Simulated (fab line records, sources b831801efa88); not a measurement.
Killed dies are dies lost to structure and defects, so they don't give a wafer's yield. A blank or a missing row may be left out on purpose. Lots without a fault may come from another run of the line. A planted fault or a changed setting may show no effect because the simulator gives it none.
Chamber matching | flow sky130 | SKY_VIA1_ETCH_14 on rie_diel-01: 4 sister chambers
The step etches BARC in N2/H2, stops on SiO2, time 45.9 s, target depth 60 nm. 4 wafers are shown with their chamber, then 12 later ones without.

WAFERS WITH THEIR CHAMBER
wafer  | chamber | drypump_motor_current_A (A)
L079.6 | 3       | 5.6
L086.3 | 2       | 6.3
L085.5 | 1       | 6.0
L085.6 | 0       | 4.9

WAFERS WITHOUT THEIR CHAMBER
wafer  | drypump_motor_current_A (A)
L087.1 | 6.0
L087.4 | 5.7
L087.6 | 4.9
L089.1 | 6.0
L089.3 | 5.0
L089.6 | 6.0
L092.2 | 6.2
L092.4 | 6.0
L092.6 | 5.0
L095.1 | 5.7
L095.3 | 5.0
L095.5 | 6.3

WHICH CHAMBER EACH WENT THROUGH
wafer  | from the rows above     | in truth
L087.1 | 1                       | 1
L087.4 | 3                       | 3
L087.6 | 0                       | 0
L089.1 | 1                       | 1
L089.3 | 0                       | 0
L089.6 | 1                       | 1
L092.2 | can't be placed: 2 or 1 | 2
L092.4 | 1                       | 1
L092.6 | 0                       | 0
L095.1 | 3                       | 3
L095.3 | 0                       | 0
L095.5 | 2                       | 2
Placed correctly: 11 of 12. Can't be placed from these rows: 1 (the true chamber is among the candidates in 1). Placed wrongly: 0.
How it was worked out, from the rows above alone: a wafer's distance from a chamber is the root of the sum, over the readings, of the square of ((its reading less the chamber's mean) divided by the reading's scatter). The wafer belongs to the nearest chamber; if the next one is less than 2 further off, it can't be placed. A chamber's mean is the mean of its shown wafers. The scatter: with one shown wafer a chamber, the root of the mean of the squares of how far each hidden wafer lies from its nearest shown one.
